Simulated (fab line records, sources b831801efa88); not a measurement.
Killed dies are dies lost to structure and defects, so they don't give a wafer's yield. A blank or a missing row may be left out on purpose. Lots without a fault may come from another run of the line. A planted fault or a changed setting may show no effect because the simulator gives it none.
A struck lot beside a sound one | flow sky130 | 44 steps out of a route of 708
Sound: wafers L496.4, L496.5, L496.6. Struck: wafers L506.1, L506.3. (L506.4 of the same lot was not struck and is left out.) The cause comes at the end.
At each step with rows: each side's tool, then ch and its chambers, then its first start. Under that, the readings that differ: sound wafers | struck wafers | difference of the means | sigmas: that difference in standard deviations of wafers without a fault.
alike: readings whose means differ by less than 2 such deviations, and words and numbers that are the same on both sides. not compared: withheld readings, readings that some wafer has no value for, bounds like >300 that may hide the same value, and numbers for which the record gives no deviation and whose values overlap.
The two part at a step that has a row with sigmas, a row that says differs or no value, or rows on one side only. Numbers that don't overlap but have no deviation are shown without sigmas and don't part them. A reading that every wafer of one side lacks parts them only if that side has two wafers or more.

first, 3 steps without rows for these wafers: SKY_VIA3_CLEAN_18 (cleans in IPA, time 180 s); SKY_VIA3_CLEAN_19 (cleans in O3/DIW); SKY_VIA3_SPUTTER_20 (material TiN, target thk 20 nm, time 80 s).
SKY_VIA3_CVD_21: deposits W, target thk 390 nm, time 117.31 s.
  sound on cvd_w-01 ch 0,1, day 41 12:36; struck on cvd_w-02 ch 0,1, day 43 23:45
  alike: heater_power_w
SKY_VIA3_RS_MEAS_22: measures by four-point-probe.
  sound on film_metro-03, day 41 12:44; struck on film_metro-04, day 43 23:52
  alike: VIA3_W_RS
SKY_VIA3_THK_MEAS_23: measures by xrf.
  sound on film_metro-03, day 41 12:50; struck on film_metro-04, day 43 23:59
  reading         | sound       | struck  | difference | sigmas
  VIA3_W_THK (nm) | 399 404 391 | 385 380 | -16        | -3
then, 4 steps without rows for these wafers: SKY_VIA3_CMP_24 (polishes, stops on SiO2, t overpolish 20 s, target thk 0 nm); SKY_METAL4_SPUTTER_00 (material Ti, target thk 15 nm, time 10 s); SKY_METAL4_SPUTTER_01 (material TiN, target thk 20 nm, time 16.7 s); SKY_METAL4_SPUTTER_02 (material AlCu, target thk 735 nm, time 39.1 s).
SKY_METAL4_SPUTTER_03: material Ti, target thk 5 nm, time 3.3 s.
  sound on pvd_sputter-04, day 41 13:15; struck on pvd_sputter-02, day 44 00:26
  alike: throttle_valve_pct
SKY_METAL4_SPUTTER_04: material TiN, target thk 70 nm, time 58.3 s.
  sound on pvd_sputter-04, day 41 13:17; struck on pvd_sputter-02, day 44 00:28
  alike: throttle_valve_pct
SKY_CAP2M_CVD_00: deposits SiO2, target thk 15.5 nm.
  sound on pecvd-04 ch 0,1,2, day 41 13:19; struck on pecvd-04 ch 1,2, day 44 00:30
  reading                                | sound             | struck     | difference | sigmas
  model.SiO2_of_CAP2M_CVD_00.thk_nm (nm) | 15.51 15.79 15.69 | 20.8 20.59 | +5.0       |
  alike: heater_power_w
SKY_CAP2M_THK_MEAS_01:
  sound on film_metro-01, day 41 13:22; struck on film_metro-02, day 44 00:32
  reading               | sound             | struck      | difference | sigmas
  CAP2M_CVD_00_THK (nm) | 15.49 15.79 15.70 | 20.84 20.60 | +5.06      | +21
then, 1 step without rows for these wafers: SKY_CAP2M_SPUTTER_02 (material TiN, target thk 200 nm, time 166.7 s).
SKY_CAP2M_RS_MEAS_03: measures by four-point-probe.
  sound on film_metro-04, day 41 13:34; struck on film_metro-04, day 44 00:42
  alike: CAP2M_TIN_RS
SKY_CAP2M_THK_MEAS_04: measures by xrf.
  sound on film_metro-04, day 41 13:39; struck on film_metro-04, day 44 00:49
  alike: CAP2M_TIN_THK
then, 7 steps without rows for these wafers: SKY_CAP2M_DEHYDRATE_05 (time 60 s); SKY_CAP2M_HMDS_06 (prime time 60 s); SKY_CAP2M_COAT_07 (resist thk 1140 nm); SKY_CAP2M_SOFTBAKE_08 (time 60 s); SKY_CAP2M_EXPOSE_09 (exposes mask CAP2M, target cd 1000 nm); SKY_CAP2M_PEB_10; SKY_CAP2M_DEVELOP_11 (develop time 60 s).
SKY_CAP2M_OVL_MEAS_12:
  sound on overlay-01, day 42 12:33; struck on overlay-01, day 44 21:46
  alike: CAP2M_OVL
then, 13 steps without rows for these wafers: SKY_CAP2M_METAL_ETCH_13 (etches TiN in Cl2/BCl3, stops on SiO2, target depth 220 nm, time 62.9 s); SKY_CAP2M_STRIP_14 (strips in O2/N2); SKY_CAP2M_STRIP_15 (strips in post etch residue remover, time 1200 s); SKY_CAP2M_CLEAN_16 (cleans in IPA, time 180 s); SKY_CAP2M_CLEAN_17 (cleans in O3/DIW); SKY_METAL4_DEHYDRATE_05 (time 60 s); SKY_METAL4_HMDS_06 (prime time 60 s); SKY_METAL4_COAT_07 (resist thk 60 nm); SKY_METAL4_COAT_08 (resist thk 1140 nm); SKY_METAL4_SOFTBAKE_09 (time 90 s); SKY_METAL4_EXPOSE_10 (exposes mask MM4, target cd 300 nm); SKY_METAL4_PEB_11; SKY_METAL4_DEVELOP_12 (develop time 60 s).
SKY_METAL4_CD_MEAS_13: target cd 300 nm.
  sound on cd_sem-02, day 43 12:41; struck on cd_sem-02, day 45 19:23
  alike: cd_nm
SKY_METAL4_OVL_MEAS_14:
  sound on overlay-02, day 43 12:46; struck on overlay-02, day 45 19:30
  alike: METAL4_OVL
SKY_METAL4_DESCUM_15: chemistry O2, time 8 s.
  sound on rie_metal-01 ch 0,1, day 43 12:48; struck on rie_metal-02 ch 0, day 45 19:32
  reading                     | sound       | struck  | difference | sigmas
  drypump_motor_current_A (A) | 5.0 4.9 5.3 | 5.9 5.9 | +0.8       | +2
  alike: oes_product_au
  not compared: rf_hours_counter_h
SKY_METAL4_ETCH_16: etches BARC in N2/H2, stops on SiO2, time 88.2 s, target depth 60 nm.
  sound on rie_metal-01 ch 0,1, day 43 12:51; struck on rie_metal-02 ch 0, day 45 19:34
  reading                     | sound       | struck  | difference | sigmas
  drypump_motor_current_A (A) | 5.0 5.0 5.3 | 5.9 5.9 | +0.8       | +2
  alike: oes_product_au, throttle_valve_pct
  not compared: rf_hours_counter_h
SKY_METAL4_ETCH_17: etches SiO2 in C4F8/O2/Ar, stops on TiN, time 3.9 s, target depth 15 nm.
  sound on rie_diel-01 ch 0,2,3, day 43 12:56; struck on rie_diel-01 ch 2,3, day 45 19:40
  reading                  | sound             | struck      | difference                   | sigmas
  oes_product_au (a.u.)    | 0.751 0.769 0.751 | 0.887 0.878 | +0.126                       | +18
  rf_hours_counter_h (h)   | - - -             | 21 29       | no value on the sound wafers |
  model.etch.depth_nm (nm) | 15.51 15.79 15.69 | 20.8 20.59  | +5.0                         |
-- the record jumps here: 3 days lie between the struck wafers' starts before and after (it left off in module METAL4 and takes up again in module PAD_OPEN, whose first step shown is number 708 of the route) --
SKY_PAD_OPEN_PROBE_99:
  sound on prober-02, day 47 09:53; struck on prober-01, day 49 07:38
  reading                               | sound               | struck              | difference | sigmas
  model.etest.tester.sort_n_pass        | 392 394 403         | 168 175             | -225       |
  model.etest.tester.sort_yield_pct (%) | 79.67 80.08 81.91   | 34.15 35.57         | -45.69     |
  model.etest.tester.sort_bin_5_pct (%) | 10.37 13.21 10.98   | 56.5 57.11          | +45.3      |
  model.etest.cap_mim2.bv_v (V)         | 13.48 13.74 13.76   | 19.02 18.37         | +5.04      |
  model.etest.cap_mim2.leak_log10_a_cm2 | -9.039 -9.21 -9.097 | -9.881 -10.06       | -0.855     |
  model.etest.cap_mim2.c_ff_um2         | 2.334 2.282 2.322   | 1.747 1.743         | -0.568     |
  model.etest.tester.sort_bin_8_pct (%) | 0 0 0               | 3.931e-07 4.349e-06 | +2.371e-06 |
  alike: defect_limited_yield, killed_at_M0_to_M3, killed_at_M4_up, killed_at_contacts, killed_at_front_end, killed_at_other, killed_dies, killed_open, killed_short

WHERE THEY PART
First at SKY_VIA3_THK_MEAS_23; last, within this record, at SKY_METAL4_ETCH_17. Later steps at which nothing parts them and some readings are alike: SKY_PAD_OPEN_PROBE_99.

WHY: what the simulator had put in
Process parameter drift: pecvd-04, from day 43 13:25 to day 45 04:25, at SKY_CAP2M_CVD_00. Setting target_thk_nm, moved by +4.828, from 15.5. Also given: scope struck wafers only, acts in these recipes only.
